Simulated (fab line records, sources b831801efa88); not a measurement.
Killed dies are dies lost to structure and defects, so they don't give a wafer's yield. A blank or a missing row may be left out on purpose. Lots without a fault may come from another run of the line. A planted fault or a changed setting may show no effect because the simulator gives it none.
A struck lot beside a sound one | flow sky130 | 37 steps out of a route of 708
Sound: wafers L298.2, L298.3, L298.4. Struck: wafers L308.1, L308.5. (L308.3 of the same lot was not struck and is left out.) The cause comes at the end.
At each step with rows: each side's tool, then ch and its chambers, then its first start. Under that, the readings that differ: sound wafers | struck wafers | difference of the means | sigmas: that difference in standard deviations of wafers without a fault.
alike: readings whose means differ by less than 2 such deviations, and words and numbers that are the same on both sides. not compared: withheld readings, readings that some wafer has no value for, bounds like >300 that may hide the same value, and numbers for which the record gives no deviation and whose values overlap.
The two part at a step that has a row with sigmas, a row that says differs or no value, or rows on one side only. Numbers that don't overlap but have no deviation are shown without sigmas and don't part them. A reading that every wafer of one side lacks parts them only if that side has two wafers or more.

first, 10 steps without rows for these wafers: SKY_VIA2_CLEAN_18 (cleans in IPA, time 180 s); SKY_VIA2_CLEAN_19 (cleans in O3/DIW); SKY_VIA2_SPUTTER_20 (material TiN, target thk 20 nm, time 80 s); SKY_VIA2_CVD_21 (deposits W, target thk 420 nm, time 126.4 s); SKY_VIA2_CMP_24 (polishes, stops on SiO2, t overpolish 20 s, target thk 0 nm); SKY_METAL3_SPUTTER_00 (material Ti, target thk 15 nm, time 10 s); SKY_METAL3_SPUTTER_01 (material TiN, target thk 20 nm, time 16.7 s); SKY_METAL3_SPUTTER_02 (material AlCu, target thk 735 nm, time 39.1 s); SKY_METAL3_SPUTTER_03 (material Ti, target thk 5 nm, time 3.3 s); SKY_METAL3_SPUTTER_04 (material TiN, target thk 70 nm, time 58.3 s).
SKY_CAPM_CVD_00: deposits SiO2, target thk 15.5 nm.
  sound on pecvd-02 ch 1,2, day 39 04:32; struck on pecvd-02 ch 0, day 41 08:27
  reading                               | sound             | struck      | difference | sigmas
  model.SiO2_of_CAPM_CVD_00.thk_nm (nm) | 15.35 15.42 15.62 | 9.679 10.04 | -5.604     |
  alike: heater_power_w
SKY_CAPM_THK_MEAS_01:
  sound on film_metro-04, day 39 04:34; struck on film_metro-04, day 41 08:28
  reading              | sound             | struck     | difference | sigmas
  CAPM_CVD_00_THK (nm) | 15.33 15.40 15.68 | 9.73 10.08 | -5.56      | -25
then, 23 steps without rows for these wafers: SKY_CAPM_SPUTTER_02 (material TiN, target thk 200 nm, time 166.7 s); SKY_CAPM_DEHYDRATE_05 (time 60 s); SKY_CAPM_HMDS_06 (prime time 60 s); SKY_CAPM_COAT_07 (resist thk 1140 nm); SKY_CAPM_SOFTBAKE_08 (time 60 s); SKY_CAPM_EXPOSE_09 (exposes mask CAPM, target cd 1000 nm); SKY_CAPM_PEB_10; SKY_CAPM_DEVELOP_11 (develop time 60 s); SKY_CAPM_METAL_ETCH_13 (etches TiN in Cl2/BCl3, stops on SiO2, target depth 220 nm, time 62.9 s); SKY_CAPM_STRIP_14 (strips in O2/N2); SKY_CAPM_STRIP_15 (strips in post etch residue remover, time 1200 s); SKY_CAPM_CLEAN_16 (cleans in IPA, time 180 s); SKY_CAPM_CLEAN_17 (cleans in O3/DIW); SKY_METAL3_DEHYDRATE_05 (time 60 s); SKY_METAL3_HMDS_06 (prime time 60 s); SKY_METAL3_COAT_07 (resist thk 60 nm); SKY_METAL3_COAT_08 (resist thk 1140 nm); SKY_METAL3_SOFTBAKE_09 (time 90 s); SKY_METAL3_EXPOSE_10 (exposes mask MM3, target cd 300 nm); SKY_METAL3_PEB_11; SKY_METAL3_DEVELOP_12 (develop time 60 s); SKY_METAL3_DESCUM_15 (chemistry O2, time 8 s); SKY_METAL3_ETCH_16 (etches BARC in N2/H2, stops on SiO2, time 88.2 s, target depth 60 nm).
SKY_METAL3_ETCH_17: etches SiO2 in C4F8/O2/Ar, stops on TiN, time 3.9 s, target depth 15 nm.
  sound on rie_diel-04 ch 0,1,2, day 41 06:45; struck on rie_diel-03 ch 2, day 43 07:49
  reading                  | sound             | struck      | difference | sigmas
  oes_product_au (a.u.)    | 0.753 0.755 0.760 | 0.614 0.628 | -0.135     | -18
  model.etch.depth_nm (nm) | 15.35 15.42 15.62 | 9.679 10.04 | -5.604     |
  not compared: rf_hours_counter_h
-- the record jumps here: 6 days lie between the struck wafers' starts before and after (it left off in module METAL3 and takes up again in module PAD_OPEN, whose first step shown is number 708 of the route) --
SKY_PAD_OPEN_PROBE_99:
  sound on prober-01, day 48 02:08; struck on prober-01, day 49 18:41
  reading                               | sound                | struck             | difference | sigmas
  model.etest.tester.sort_n_pass        | 424 410 405          | 0 0                | -413       |
  model.etest.tester.sort_bin_5_pct (%) | 8.537 10.77 10.16    | 94.11 93.7         | +84.08     |
  model.etest.tester.sort_yield_pct (%) | 86.18 83.33 82.32    | 0 0                | -84        |
  model.etest.cap_mim.bv_v (V)          | 13.94 13.79 14.16    | 8.83 9.229         | -4.93      |
  model.etest.cap_mim.leak_log10_a_cm2  | -8.889 -8.991 -9.009 | -6.33 -6.836       | +2.38      |
  model.etest.cap_mim.c_ff_um2          | 2.368 2.333 2.322    | 3.73 3.612         | +1.33      |
  model.etest.tester.sort_bin_8_pct (%) | 0 0 0                | 6.54e-17 8.796e-12 | +4.40e-12  |
  alike: defect_limited_yield, killed_at_M0_to_M3, killed_at_M4_up, killed_at_contacts, killed_at_front_end, killed_at_other, killed_dies, killed_open, killed_short
  not compared: model.etest.tester.sort_bin_4_pct

WHERE THEY PART
First at SKY_CAPM_THK_MEAS_01; last, within this record, at SKY_METAL3_ETCH_17. Later steps at which nothing parts them and some readings are alike: SKY_PAD_OPEN_PROBE_99.

WHY: what the simulator had put in
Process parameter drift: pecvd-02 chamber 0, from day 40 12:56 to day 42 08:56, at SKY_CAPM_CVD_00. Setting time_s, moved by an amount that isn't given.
